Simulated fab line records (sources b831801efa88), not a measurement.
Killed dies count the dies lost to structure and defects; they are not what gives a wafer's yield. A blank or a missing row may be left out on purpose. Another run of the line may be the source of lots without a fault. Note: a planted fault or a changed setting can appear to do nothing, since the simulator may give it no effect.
fab line records + flow sky130
record:
- lots: 6
- wafers: 18
- lastDay: 50
route steps=708 shown METAL4@629 VIA4@639 PAD_OPEN@708
lots that met no fault: from a run of the same line without faults
startH: hours from the record's opening day to when the first of the lot's shown wafers began + waitH: hours since the lot's step before + " unchanged from the row above + L1.1+2: one row covering several wafers at once + - no value present, or no start provided + * or withheld: withheld + < > ~ a bound
route shown NAME@n: NAME is a module with steps in the file, n the number in the route of the first one + usual: the fault-free wafers' mean and standard deviation + same: alike in all rows + chamber/n: place in a boat + sites: per-site readings + _std_site: the values' standard deviation + _edge_site: mean of outer sites minus mean of inner sites + radiusMm: for every site, how far away it sits from the centre of the wafer + mask NAME#n: copy n + behind: tool/chamber where the wafer was last shaped + hold: reason for holding the lot/hours on hold/outcome of the hold + device: the n, p or np transistor that did not switch + end of line: the route-end tests of the same wafers + a step given without rows: its recipe and nothing more + killed: count of dies lost to structure and defects at first sort (not the wafer's yield) + map: a wafer's dies, marking killed ones x, the rest . and places with no die _
set.NAME: setting as actually run; set.NAME@STEP: the setting as run at that earlier step + model.NAME: the simulator's own value behind a step, which no gauge read
lots at selected steps of the route; one table per step, one row per wafer
services: a tool's chamber out of use, with start hour (startH, from the record's first day; less than 0 if before it), hours out, and reason
== steps ==
step: SKY_METAL4_CD_MEAS_13
recipe:
- targetCdNm: 300
usual:
- cdNm: 300.4/1.4
| lot.wafer | tool     | chamber | startH  | waitH | cdNm  |
|-----------|----------|---------|---------|-------|-------|
| L985.3    | cdSem-02 | -       | 1024.13 | -     | 298.8 |
| L985.4    | "        | -       | "       | "     | 299.0 |
| L985.6    | "        | -       | "       | "     | 300.6 |
| L987.1    | cdSem-02 | -       | 1033.19 | -     | 300.0 |
| L987.3    | "        | -       | "       | "     | 301.2 |
| L987.5    | "        | -       | "       | "     | 300.3 |
| L990.2    | cdSem-02 | -       | 1057.72 | -     | 300.8 |
| L990.4    | "        | -       | "       | "     | 302.5 |
| L990.5    | "        | -       | "       | "     | 301.9 |
| L992.3    | cdSem-01 | -       | 1063.08 | -     | 301.7 |
| L992.5    | "        | -       | "       | "     | 300.3 |
| L992.6    | "        | -       | "       | "     | 300.7 |
| L101.3    | cdSem-02 | -       | 1124.64 | -     | 299.9 |
| L101.5    | "        | -       | "       | "     | 302.3 |
| L101.6    | "        | -       | "       | "     | 299.9 |
| L102.3    | cdSem-01 | -       | 1131.29 | -     | 299.9 |
| L102.5    | "        | -       | "       | "     | 299.2 |
| L102.6    | "        | -       | "       | "     | 300.2 |
step: SKY_METAL4_OVL_MEAS_14
usual:
- METAL4_OVL: -3/6.1
| lot.wafer | tool       | chamber | startH  | waitH | METAL4_OVL[nm] |
|-----------|------------|---------|---------|-------|----------------|
| L985.3    | overlay-01 | -       | 1024.22 | 0.1   | -5             |
| L985.4    | "          | -       | "       | "     | 2              |
| L985.6    | "          | -       | "       | "     | -1             |
| L987.1    | overlay-01 | -       | 1033.31 | 0.1   | -2             |
| L987.3    | "          | -       | "       | "     | -4             |
| L987.5    | "          | -       | "       | "     | -3             |
| L990.2    | overlay-02 | -       | 1057.82 | 0.1   | 3              |
| L990.4    | "          | -       | "       | "     | -8             |
| L990.5    | "          | -       | "       | "     | 6              |
| L992.3    | overlay-02 | -       | 1063.17 | 0.1   | 2              |
| L992.5    | "          | -       | "       | "     | -12            |
| L992.6    | "          | -       | "       | "     | -5             |
| L101.3    | overlay-01 | -       | 1124.73 | 0.1   | -3             |
| L101.5    | "          | -       | "       | "     | 0              |
| L101.6    | "          | -       | "       | "     | -8             |
| L102.3    | overlay-02 | -       | 1131.38 | 0.1   | -5             |
| L102.5    | "          | -       | "       | "     | -9             |
| L102.6    | "          | -       | "       | "     | -6             |
step: SKY_METAL4_DESCUM_15
recipe:
- chemistry: O2
- sourcePowerW: 150
- biasPowerW: 0
- pressureMtorr: 10
- tempC: 40
- timeS: 8
usual:
- drypumpMotorCurrentA: 5.7/0.59
- heBacksideLeakSccm: 3.37/0.28
- oesProductAu: 1.001/0.0095
| lot.wafer | tool        | chamber | startH  | waitH | drypumpMotorCurrentA | heBacksideLeakSccm | oesProductAu | rfHoursCounterH |
|-----------|-------------|---------|---------|-------|----------------------|--------------------|--------------|-----------------|
| L985.3    | rieMetal-02 | 0       | 1024.26 | 0.0   | 4.9                  | 3.63               | 0.991        | -               |
| L985.4    | "           | 1       | "       | "     | 5.9                  | 3.37               | 1.001        | -               |
| L985.6    | "           | 0       | "       | "     | 4.9                  | 3.78               | 0.993        | -               |
| L987.1    | rieMetal-02 | 0       | 1033.35 | 0.0   | 5.0                  | 3.65               | 0.988        | 13              |
| L987.3    | "           | 1       | "       | "     | 5.9                  | 3.35               | 1.008        | -               |
| L987.5    | "           | 0       | "       | "     | 4.9                  | 3.83               | 0.988        | -               |
| L990.2    | rieMetal-03 | 1       | 1057.85 | 0.0   | 5.0                  | 3.29               | 1.014        | 17              |
| L990.4    | "           | 0       | "       | "     | 6.2                  | 3.24               | 1.001        | -               |
| L990.5    | "           | 1       | "       | "     | 5.0                  | 3.23               | 1.006        | -               |
| L992.3    | rieMetal-04 | 0       | 1063.21 | 0.0   | 6.5                  | 3.20               | 1.009        | -               |
| L992.5    | "           | 1       | "       | "     | 5.6                  | 3.48               | 0.993        | -               |
| L992.6    | "           | 0       | "       | "     | 6.5                  | 3.16               | 0.999        | -               |
| L101.3    | rieMetal-03 | 1       | 1124.77 | 0.0   | 5.0                  | 3.20               | 1.016        | -               |
| L101.5    | "           | 0       | "       | "     | 6.2                  | 3.44               | 0.998        | -               |
| L101.6    | "           | 1       | "       | "     | 5.0                  | 3.26               | 1.008        | -               |
| L102.3    | rieMetal-02 | 0       | 1131.41 | 0.0   | 4.9                  | 3.53               | 0.989        | -               |
| L102.5    | "           | 0       | "       | "     | 4.9                  | 3.50               | 0.980        | -               |
| L102.6    | "           | 1       | "       | "     | 5.9                  | 3.28               | 0.993        | -               |
step: SKY_METAL4_ETCH_16
recipe:
- chemistry: N2/H2
- target: BARC
- ionEnergyEv: 200
- biasW: 100
- pressureMtorr: 30
- n2FlowSccm: 100
- h2FlowSccm: 200
- icpW: 500
- stopOn: SiO2
- timeS: 88.2
- targetDepthA: 600
usual:
- biasW: 100.0/0.3
- drypumpMotorCurrentA: 5.7/0.59
- h2FlowSccm: 199.9/0.61
- heBacksideLeakSccm: 3.34/0.2
- oesProductAu: 0.626/0.0049
- throttleValvePct: 13.205/0.0086
| lot.wafer | tool        | chamber | startH  | waitH | biasW | drypumpMotorCurrentA | h2FlowSccm | heBacksideLeakSccm | oesProductAu | rfHoursCounterH | throttleValvePct |
|-----------|-------------|---------|---------|-------|-------|----------------------|------------|--------------------|--------------|-----------------|------------------|
| L985.3    | rieMetal-02 | 0       | 1024.31 | 0.0   | 99.9  | 5.0                  | 200.6      | 3.80               | 0.623        | -               | 13.201           |
| L985.4    | "           | 1       | "       | "     | 99.9  | 5.9                  | 199.8      | 3.37               | 0.632        | -               | 13.204           |
| L985.6    | "           | 0       | "       | "     | 100.1 | 5.0                  | 199.5      | 3.73               | 0.628        | -               | 13.210           |
| L987.1    | rieMetal-02 | 0       | 1033.38 | 0.0   | 100.3 | 5.0                  | 199.7      | 3.59               | 0.629        | 13              | 13.208           |
| L987.3    | "           | 1       | "       | "     | 99.8  | 5.9                  | 199.4      | 3.26               | 0.622        | -               | 13.191           |
| L987.5    | "           | 0       | "       | "     | 100.0 | 5.0                  | 199.7      | 3.72               | 0.622        | -               | 13.206           |
| L990.2    | rieMetal-03 | 1       | 1057.88 | 0.0   | 99.7  | 5.0                  | 199.8      | 3.22               | 0.632        | 17              | 13.204           |
| L990.4    | "           | 0       | "       | "     | 100.1 | 6.3                  | 198.9      | 3.44               | 0.630        | -               | 13.211           |
| L990.5    | "           | 1       | "       | "     | 99.6  | 5.0                  | 199.9      | 3.21               | 0.634        | -               | 13.208           |
| L992.3    | rieMetal-04 | 0       | 1063.26 | 0.0   | 99.6  | 6.5                  | 200.4      | 3.06               | 0.629        | -               | 13.194           |
| L992.5    | "           | 1       | "       | "     | 100.0 | 5.6                  | 200.6      | 3.51               | 0.624        | -               | 13.206           |
| L992.6    | "           | 0       | "       | "     | 99.9  | 6.5                  | 201.2      | 3.13               | 0.633        | -               | 13.213           |
| L101.3    | rieMetal-03 | 1       | 1124.82 | 0.0   | 100.4 | 5.0                  | 200.6      | 3.42               | 0.624        | -               | 13.202           |
| L101.5    | "           | 0       | "       | "     | 100.4 | 6.2                  | 201.1      | 3.60               | 0.616        | -               | 13.207           |
| L101.6    | "           | 1       | "       | "     | 99.6  | 5.0                  | 200.2      | 3.26               | 0.621        | -               | 13.203           |
| L102.3    | rieMetal-02 | 0       | 1131.47 | 0.0   | 100.6 | 5.0                  | 200.9      | 3.49               | 0.629        | -               | 13.209           |
| L102.5    | "           | 0       | "       | "     | 101.0 | 4.9                  | 200.1      | 3.65               | 0.627        | -               | 13.209           |
| L102.6    | "           | 1       | "       | "     | 99.4  | 5.9                  | 200.0      | 3.28               | 0.620        | -               | 13.200           |
step: SKY_METAL4_ETCH_17
recipe:
- target: SiO2
- stopOn: TiN
- chemistry: C4F8/O2/Ar
- sourceW: 1500
- biasW: 1200
- pressureMtorr: 40
- c4f8FlowSccm: withheld
- O2_flow_sccm: 6
- Ar_flow_sccm: 300
- timeS: 3.9
- targetDepthA: 150
usual:
- biasW: 1200/3.3
- oesProductAu: 0.753/0.0068
| lot.wafer | tool       | chamber | startH  | waitH | biasW | oesProductAu | rfHoursCounterH |
|-----------|------------|---------|---------|-------|-------|--------------|-----------------|
| L985.3    | rieDiel-01 | 0       | 1024.38 | 0.0   | 1196  | 0.751        | 13              |
| L985.4    | "          | 2       | "       | "     | 1206  | 0.758        | 20              |
| L985.6    | "          | 2       | "       | "     | 1203  | 0.760        | -               |
| L987.1    | rieDiel-03 | 3       | 1033.48 | 0.1   | 1205  | 0.752        | 21              |
| L987.3    | "          | 1       | "       | "     | 1210  | 0.746        | 18              |
| L987.5    | "          | 0       | "       | "     | 1200  | 0.742        | -               |
| L990.2    | rieDiel-03 | 3       | 1057.98 | 0.1   | 1197  | 0.749        | 22              |
| L990.4    | "          | 2       | "       | "     | 1195  | 0.759        | 20              |
| L990.5    | "          | 1       | "       | "     | 1201  | 0.753        | -               |
| L992.3    | rieDiel-02 | 2       | 1063.33 | 0.0   | 1200  | 0.761        | 20              |
| L992.5    | "          | 2       | "       | "     | 1199  | 0.749        | -               |
| L992.6    | "          | 3       | "       | "     | 1199  | 0.766        | -               |
| L101.3    | rieDiel-01 | 0       | 1124.88 | 0.0   | 1195  | 0.751        | 17              |
| L101.5    | "          | 3       | "       | "     | 1203  | 0.760        | -               |
| L101.6    | "          | 2       | "       | "     | 1201  | 0.759        | -               |
| L102.3    | rieDiel-01 | 0       | 1131.53 | 0.0   | 1201  | 0.761        | 17              |
| L102.5    | "          | 1       | "       | "     | 1197  | 0.762        | -               |
| L102.6    | "          | 0       | "       | "     | 1197  | 0.749        | -               |
step: SKY_METAL4_METAL_ETCH_18
recipe:
- targetDepthA: 8450
- stopOn: SiO2
- overEtchFrac: 0.3
- timeS: 183.1
- chemistry: Cl2/BCl3
- resistSidewallDeg: 88
- pressureMtorr: 10
- icpW: 900
- biasW: 48.5
- Cl2_flow_sccm: 60
- bcl3FlowSccm: 30
usual:
- biasW: 48.50/0.16
- drypumpMotorCurrentA: 5.7/0.57
- heBacksideLeakSccm: 3.36/0.29
- oesProductAu: 0.866/0.0066
- throttleValvePct: 22.263/0.0097
| lot.wafer | tool        | chamber | startH  | waitH | biasW | drypumpMotorCurrentA | heBacksideLeakSccm | oesProductAu | rfHoursCounterH | throttleValvePct |
|-----------|-------------|---------|---------|-------|-------|----------------------|--------------------|--------------|-----------------|------------------|
| L985.3    | rieMetal-03 | 1       | 1024.45 | 0.1   | 48.31 | 5.0                  | 3.28               | 0.862        | -               | 22.267           |
| L985.4    | "           | 0       | "       | "     | 48.57 | 6.2                  | 3.34               | 0.854        | -               | 22.264           |
| L985.6    | "           | 1       | "       | "     | 48.21 | 5.0                  | 3.29               | 0.860        | -               | 22.256           |
| L987.1    | rieMetal-03 | 0       | 1033.49 | 0.0   | 48.35 | 6.2                  | 3.39               | 0.882        | 13              | 22.276           |
| L987.3    | "           | 0       | "       | "     | 48.38 | 6.2                  | 3.55               | 0.867        | -               | 22.261           |
| L987.5    | "           | 1       | "       | "     | 48.35 | 5.1                  | 3.12               | 0.881        | -               | 22.262           |
| L990.2    | rieMetal-04 | 1       | 1058.00 | 0.0   | 48.56 | 5.6                  | 3.41               | 0.868        | 1               | 22.264           |
| L990.4    | "           | 1       | "       | "     | 48.59 | 5.6                  | 3.26               | 0.864        | -               | 22.261           |
| L990.5    | "           | 0       | "       | "     | 48.60 | 6.5                  | 3.17               | 0.872        | -               | 22.240           |
| L992.3    | rieMetal-02 | 1       | 1063.40 | 0.1   | 48.37 | 5.9                  | 3.42               | 0.871        | -               | 22.272           |
| L992.5    | "           | 1       | "       | "     | 48.44 | 5.9                  | 3.57               | 0.871        | -               | 22.259           |
| L992.6    | "           | 0       | "       | "     | 48.63 | 5.0                  | 3.48               | 0.868        | -               | 22.274           |
| L101.3    | rieMetal-04 | 0       | 1124.96 | 0.1   | 48.60 | 6.5                  | 3.12               | 0.876        | -               | 22.251           |
| L101.5    | "           | 0       | "       | "     | 48.48 | 6.5                  | 3.11               | 0.878        | -               | 22.266           |
| L101.6    | "           | 1       | "       | "     | 48.60 | 5.6                  | 3.31               | 0.877        | -               | 22.264           |
| L102.3    | rieMetal-03 | 1       | 1131.61 | 0.1   | 48.34 | 5.1                  | 3.33               | 0.862        | -               | 22.259           |
| L102.5    | "           | 0       | "       | "     | 48.78 | 6.2                  | 3.40               | 0.854        | -               | 22.260           |
| L102.6    | "           | 1       | "       | "     | 48.15 | 5.0                  | 3.37               | 0.863        | -               | 22.269           |
step: SKY_METAL4_STRIP_19
recipe:
- chemistry: O2/N2
- powerW: 1400
- pressureMtorr: 1500
- platenTempC: withheld
- o2FlowSccm: 3000
- n2FlowSccm: 300
- overashFraction: 0.5
usual:
- drypumpMotorCurrentA: 5.9/0.58
- oesProductAu: 0.502/0.0055
- stripTimeToEndpointS: 6.54/0.085
| lot.wafer | tool           | chamber | startH  | waitH | drypumpMotorCurrentA | oesProductAu | rfHoursCounterH | stripTimeToEndpointS |
|-----------|----------------|---------|---------|-------|----------------------|--------------|-----------------|----------------------|
| L985.3    | plasmaAsher-04 | 1       | 1024.61 | 0.1   | 5.8                  | 0.506        | -               | 6.51                 |
| L985.4    | "              | 0       | "       | "     | 6.6                  | 0.498        | -               | 6.52                 |
| L985.6    | "              | 0       | "       | "     | 6.6                  | 0.501        | -               | 6.50                 |
| L987.1    | plasmaAsher-01 | 0       | 1033.67 | 0.1   | 4.9                  | 0.495        | 59              | 6.45                 |
| L987.3    | "              | 1       | "       | "     | 6.2                  | 0.499        | -               | 6.48                 |
| L987.5    | "              | 1       | "       | "     | 6.3                  | 0.498        | -               | 6.32                 |
| L990.2    | plasmaAsher-01 | 1       | 1058.18 | 0.1   | 6.3                  | 0.505        | 62              | 6.59                 |
| L990.4    | "              | 0       | "       | "     | 4.9                  | 0.485        | -               | 6.54                 |
| L990.5    | "              | 1       | "       | "     | 6.3                  | 0.501        | -               | 6.45                 |
| L992.3    | plasmaAsher-03 | 0       | 1063.56 | 0.1   | 6.3                  | 0.506        | -               | 6.57                 |
| L992.5    | "              | 1       | "       | "     | 5.7                  | 0.499        | -               | 6.60                 |
| L992.6    | "              | 0       | "       | "     | 6.3                  | 0.501        | -               | 6.64                 |
| L101.3    | plasmaAsher-04 | 1       | 1125.11 | 0.1   | 5.8                  | 0.501        | -               | 6.50                 |
| L101.5    | "              | 0       | "       | "     | 6.6                  | 0.506        | -               | 6.54                 |
| L101.6    | "              | 1       | "       | "     | 5.8                  | 0.497        | -               | 6.57                 |
| L102.3    | plasmaAsher-04 | 0       | 1131.76 | 0.1   | 6.6                  | 0.498        | -               | 6.52                 |
| L102.5    | "              | 0       | "       | "     | 6.6                  | 0.506        | -               | 6.55                 |
| L102.6    | "              | 1       | "       | "     | 5.8                  | 0.502        | -               | 6.48                 |
step: SKY_METAL4_STRIP_20
recipe:
- chemistry: postEtchResidueRemover
- timeS: 1200
- tempC: 72.5
step: SKY_METAL4_CLEAN_21
recipe:
- chemistry: IPA
- timeS: 180
- tempC: 25
step: SKY_METAL4_CLEAN_22
recipe:
- chemistry: O3/DIW
- dry: n2Spin
step: SKY_VIA4_HDPCVD_00
recipe:
- material: SiO2
- targetThkNm: 1750
- sigmaOpenFrac: 0.3
- timeS: 291.7
- tempC: 400
- sih4FlowSccm: 60
- pressureMtorr: 6
step: SKY_VIA4_THK_MEAS_01
recipe:
- reads: SiO2_of_VIA4_HDPCVD_00
usual:
- VIA4_HDPCVD_THK: 1746/18
| lot.wafer | tool         | chamber | startH  | waitH | VIA4_HDPCVD_THK[nm] |
|-----------|--------------|---------|---------|-------|---------------------|
| L985.3    | filmMetro-03 | -       | 1025.41 | 0.1   | 1739                |
| L985.4    | "            | -       | "       | "     | 1730                |
| L985.6    | "            | -       | "       | "     | 1722                |
| L987.1    | filmMetro-02 | -       | 1034.44 | 0.1   | 1769                |
| L987.3    | "            | -       | "       | "     | 1727                |
| L987.5    | "            | -       | "       | "     | 1733                |
| L990.2    | filmMetro-04 | -       | 1058.97 | 0.1   | 1766                |
| L990.4    | "            | -       | "       | "     | 1753                |
| L990.5    | "            | -       | "       | "     | 1771                |
| L992.3    | filmMetro-02 | -       | 1064.31 | 0.1   | 1710                |
| L992.5    | "            | -       | "       | "     | 1779                |
| L992.6    | "            | -       | "       | "     | 1738                |
| L101.3    | filmMetro-04 | -       | 1125.87 | 0.1   | 1746                |
| L101.5    | "            | -       | "       | "     | 1785                |
| L101.6    | "            | -       | "       | "     | 1768                |
| L102.3    | filmMetro-03 | -       | 1132.56 | 0.1   | 1742                |
| L102.5    | "            | -       | "       | "     | 1744                |
| L102.6    | "            | -       | "       | "     | 1750                |
step: SKY_VIA4_CMP_02
recipe:
- material: SiO2
- downForcePsi: 4
- platenRpm: 60
- padVelocityMS: 0.94248
usual:
- edgeZonePressureFrac: 1.000/0.0054
- headPressurePsi: 4.001/0.0094
- motorCurrentA: 11.6/1
- platenRpm: 60.00/0.041
- slurryFilterDpKPa: 13.50/0.14
| lot.wafer | tool   | chamber | startH  | waitH | edgeZonePressureFrac | headPressurePsi | motorCurrentA | platenRpm | slurryFilterDpKPa | model.SiO2_of_VIA4_HDPCVD_00.thkNm |
|-----------|--------|---------|---------|-------|----------------------|-----------------|---------------|-----------|-------------------|------------------------------------|
| L985.4    | cmp-02 | 1       | 1025.48 | 0.1   | 1.003                | 3.993           | 9.4           | 59.91     | 13.30             | 579.5                              |
| L985.3    | "      | 0       | "       | "     | 0.998                | 4.006           | 11.9          | 59.96     | 13.60             | 579.7                              |
| L985.6    | "      | 1       | "       | "     | 1.000                | 4.006           | 9.6           | 59.94     | 13.47             | 580.5                              |
| L987.1    | cmp-02 | 2       | 1034.63 | 0.2   | 1.001                | 3.993           | 11.1          | 60.09     | 13.69             | 576                                |
| L987.3    | "      | 3       | "       | "     | 1.000                | 3.987           | 12.7          | 60.02     | 13.32             | 578.8                              |
| L987.5    | "      | 1       | "       | "     | 1.008                | 4.002           | 10.0          | 60.03     | 13.45             | 579.3                              |
| L990.2    | cmp-02 | 1       | 1059.05 | 0.1   | -                    | -               | -             | -         | -                 | 1767                               |
| L990.4    | "      | 0       | "       | "     | -                    | -               | -             | -         | -                 | 1754                               |
| L990.5    | "      | 2       | "       | "     | -                    | -               | -             | -         | -                 | 1773                               |
| L992.3    | cmp-01 | 2       | 1064.35 | 0.0   | -                    | -               | -             | -         | -                 | 1710                               |
| L992.5    | "      | 2       | "       | "     | -                    | -               | -             | -         | -                 | 1779                               |
| L992.6    | "      | 3       | "       | "     | -                    | -               | -             | -         | -                 | 1739                               |
| L101.3    | cmp-01 | 3       | 1125.91 | 0.0   | 1.004                | 4.002           | 10.6          | 59.99     | 13.76             | 580.2                              |
| L101.6    | "      | 3       | "       | "     | 0.995                | 3.996           | 10.9          | 60.02     | 13.61             | 579.8                              |
| L101.5    | "      | 0       | "       | "     | 0.999                | 4.003           | 11.5          | 59.96     | 13.73             | 578.2                              |
| L102.3    | cmp-01 | 3       | 1132.75 | 0.2   | 1.001                | 4.004           | 10.5          | 60.02     | 13.64             | 581.2                              |
| L102.6    | "      | 1       | "       | "     | 1.000                | 4.001           | 11.9          | 60.01     | 13.39             | 579.6                              |
| L102.5    | "      | 2       | "       | "     | 1.005                | 4.018           | 12.0          | 59.99     | 13.30             | 579.1                              |
step: SKY_VIA4_BOW_MEAS_03
recipe:
- mode: bow
usual:
- VIA4_BOW: 78/8.9
| lot.wafer | tool         | chamber | startH  | waitH | hold                    | VIA4_BOW[um] |
|-----------|--------------|---------|---------|-------|-------------------------|--------------|
| L985.3    | filmMetro-02 | -       | 1025.82 | 0.1   | -                       | 73           |
| L985.4    | "            | -       | "       | "     | -                       | 71           |
| L985.6    | "            | -       | "       | "     | -                       | 72           |
| L987.1    | filmMetro-03 | -       | 1034.83 | 0.1   | -                       | 75           |
| L987.3    | "            | -       | "       | "     | -                       | 82           |
| L987.5    | "            | -       | "       | "     | -                       | 76           |
| L990.2    | filmMetro-03 | -       | 1059.41 | 0.3   | awaitDispo/0.2h/release | 134          |
| L990.4    | "            | -       | "       | "     | awaitDispo/0.2h/release | 147          |
| L990.5    | "            | -       | "       | "     | awaitDispo/0.2h/release | 151          |
| L990.2    | filmMetro-03 | -       | 1059.74 | 0.3   | -                       | -            |
| L990.4    | "            | -       | "       | "     | -                       | -            |
| L990.5    | "            | -       | "       | "     | -                       | -            |
| L992.3    | filmMetro-02 | -       | 1064.69 | 0.3   | awaitDispo/0.2h/release | 137          |
| L992.5    | "            | -       | "       | "     | awaitDispo/0.2h/release | 152          |
| L992.6    | "            | -       | "       | "     | awaitDispo/0.2h/release | 138          |
| L992.3    | filmMetro-02 | -       | 1064.98 | 0.3   | -                       | -            |
| L992.5    | "            | -       | "       | "     | -                       | -            |
| L992.6    | "            | -       | "       | "     | -                       | -            |
| L101.3    | filmMetro-02 | -       | 1126.25 | 0.3   | -                       | 82           |
| L101.5    | "            | -       | "       | "     | -                       | 83           |
| L101.6    | "            | -       | "       | "     | -                       | 87           |
| L102.3    | filmMetro-03 | -       | 1132.99 | 0.2   | -                       | 70           |
| L102.5    | "            | -       | "       | "     | -                       | 74           |
| L102.6    | "            | -       | "       | "     | -                       | 75           |
step: SKY_PAD_OPEN_PROBE_99
usual:
- defectLimitedYield: 82.4/1.9
- killed_at_M0_to_M3: 44/7.2
- killed_at_M4_up: 3.4/2.1
- killedAtContacts: 24/5.5
- killedAtFrontEnd: 15/4.6
- killedAtOther: 0.4/0.64
- killedDies: 86/9.1
- killedOpen: 47/7.5
- killedShort: 39/5.8
- sort_bin_3_pad_short: 0.9/0.41
- sort_bin_5_function: 10.4/1.5
- sort_bin_6_memory: 6.3/1.2
- sortNPass: 406/9.1
- sortYieldPct: 82.4/1.9
same:
- grossDies: 492
- killedAtBackSide: 0
- sort_bin_4_leakage[%]: 0
- sort_bin_8_speed[%]: 0
| lot.wafer | tool      | chamber | startH  | waitH | defectLimitedYield[%] | killed_at_M0_to_M3 | killed_at_M4_up | killedAtContacts | killedAtFrontEnd | killedAtOther | killedDies | killedOpen | killedShort | sort_bin_3_pad_short[%] | sort_bin_5_function[%] | sort_bin_6_memory[%] | sortNPass | sortYieldPct[%] |
|-----------|-----------|---------|---------|-------|-----------------------|--------------------|-----------------|------------------|------------------|---------------|------------|------------|-------------|-------------------------|------------------------|----------------------|-----------|-----------------|
| L985.3    | prober-01 | -       | 1114.82 | 0.2   | 83.9                  | 30                 | 4               | 26               | 18               | 1             | 79         | 46         | 33          | 0.6                     | 7.7                    | 7.7                  | 413       | 83.9            |
| L985.4    | prober-01 | -       | 1114.87 | 0.2   | 81.9                  | 47                 | 6               | 18               | 18               | 0             | 89         | 46         | 43          | 1.0                     | 11.2                   | 5.9                  | 403       | 81.9            |
| L985.6    | prober-01 | -       | 1114.97 | 0.2   | 83.7                  | 56                 | 1               | 11               | 12               | 0             | 80         | 48         | 32          | 1.0                     | 9.3                    | 5.9                  | 412       | 83.7            |
| L987.1    | prober-01 | -       | 1122.13 | 0.1   | 84.3                  | 35                 | 5               | 23               | 13               | 1             | 77         | 42         | 34          | 0.8                     | 8.9                    | 5.9                  | 415       | 84.3            |
| L987.3    | prober-01 | -       | 1122.23 | 0.2   | 83.3                  | 36                 | 3               | 28               | 15               | 0             | 82         | 45         | 36          | 1.2                     | 10.2                   | 5.3                  | 410       | 83.3            |
| L987.5    | prober-01 | -       | 1122.33 | 0.2   | 82.1                  | 45                 | 2               | 23               | 18               | 0             | 88         | 49         | 39          | 0.4                     | 11.0                   | 6.5                  | 404       | 82.1            |
killed by level:class
L985.3 CONTACT:geometricParticle:open=12 VIA2:geometricParticle:open=8 LOCAL_INTERCONNECT:geometricParticle:short=6 FIELD_ISO:geometricParticle:open=5 POLY_GATE:geometricParticle:open=5 VIA1:geometricParticle:open=5 LI_CONTACT:geometricParticle:open=4 VIA1:geometricParticle:short=4
L985.4 VIA1:geometricParticle:open=13 VIA2:geometricParticle:open=8 CONTACT:geometricParticle:open=7 METAL2:geometricParticle:short=7 CONTACT:geometricParticle:short=6 FIELD_ISO:geometricParticle:short=5 METAL1:geometricParticle:short=5 VIA3:geometricParticle:open=5
L985.6 VIA1:geometricParticle:open=11 VIA2:geometricParticle:open=10 VIA3:geometricParticle:open=8 VIA2:geometricParticle:short=7 METAL1:geometricParticle:short=7 VIA1:geometricParticle:short=5 FIELD_ISO:geometricParticle:open=4 METAL2:geometricParticle:short=4
L987.1 VIA1:geometricParticle:open=9 LI_CONTACT:geometricParticle:open=7 METAL2:geometricParticle:short=7 VIA3:geometricParticle:open=7 CONTACT:geometricParticle:open=6 FIELD_ISO:geometricParticle:open=5 POLY_GATE:geometricParticle:short=4 CONTACT:geometricParticle:short=3
L987.3 CONTACT:geometricParticle:open=11 CONTACT:geometricParticle:short=9 VIA1:geometricParticle:open=9 FIELD_ISO:geometricParticle:open=7 VIA2:geometricParticle:open=5 LI_CONTACT:geometricParticle:open=5 FIELD_ISO:geometricParticle:short=4 VIA3:geometricParticle:short=4
L987.5 CONTACT:geometricParticle:open=9 METAL1:geometricParticle:short=9 VIA1:geometricParticle:open=8 VIA3:geometricParticle:open=7 CONTACT:geometricParticle:short=5 LI_CONTACT:geometricParticle:open=5 VIA1:geometricParticle:short=5 FIELD_ISO:geometricParticle:open=4
== services ==
| tool           | chamber | startH  | hours | kind      |
|----------------|---------|---------|-------|-----------|
| rieDiel-02     | -       | 1006.41 | 1.4   | repair    |
| rieDiel-01     | 2       | 1013.27 | 9.7   | repair    |
| rieMetal-04    | -       | 1019.53 | 14.6  | pm        |
| cmp-01         | -       | 1026.67 | 2.9   | repair    |
| plasmaAsher-03 | -       | 1044.74 | 4.0   | pm        |
| rieDiel-03     | -       | 1050.06 | 2.6   | repair    |
| cmp-02         | -       | 1052.03 | 2.0   | repair    |
| plasmaAsher-04 | -       | 1053.14 | 1.4   | repair    |
| plasmaAsher-04 | -       | 1055.25 | 9.0   | pm        |
| plasmaAsher-04 | 0       | 1055.25 | 9.0   | ventCycle |
| cmp-01         | -       | 1059.34 | 4.4   | repair    |
| plasmaAsher-04 | -       | 1075.68 | 1.8   | repair    |
| cmp-01         | -       | 1081.92 | 0.9   | repair    |
| cmp-02         | -       | 1084.11 | 4.0   | pm        |
| cmp-01         | -       | 1092.31 | 6.0   | pm        |
| plasmaAsher-01 | -       | 1092.69 | 3.5   | repair    |
| rieDiel-02     | -       | 1094.87 | 1.6   | repair    |
| plasmaAsher-03 | -       | 1096.82 | 2.1   | repair    |
| rieDiel-02     | -       | 1113.93 | 14.6  | pm        |
| rieMetal-04    | -       | 1114.41 | 2.8   | pm        |
| plasmaAsher-01 | -       | 1122.79 | 40.5  | pm        |
| rieDiel-03     | -       | 1123.24 | 14.6  | pm        |
| cmp-01         | -       | 1129.23 | 2.0   | repair    |
| rieDiel-02     | 1       | 1129.88 | 4.0   | repair    |
== key ==
firstSign:
- step: SKY_VIA4_CMP_02
- reading: toolRecord
- direction: missing
effect:
- step: SKY_VIA4_BOW_MEAS_03
- reading: visit
- direction: added
effect:
- step: SKY_VIA4_BOW_MEAS_03
- reading: VIA4_BOW
- direction: up
- sigmas: 7.4
- usual: 78
- struck: 143
modelEffect:
- step: SKY_VIA4_CMP_02
- value: SiO2_of_VIA4_HDPCVD_00.thkNm
- without: 579
- struck: 1754
metAt SKY_VIA4_CMP_02
struckWafers L990.2,L990.4,L990.5,L992.3,L992.5,L992.6
scrappedBehind SKY_VIA4_BOW_MEAS_03 L990.2,L990.4,L990.5,L992.3,L992.5,L992.6
onsetBetween 1034.63 1059.05
fault:
- kind: skippedStepWhole
- tool: cmp-01,cmp-02
- chamber: -
- onsetH: 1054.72
- steps: SKY_VIA4_CMP_02
- scope: struckLotsOnly
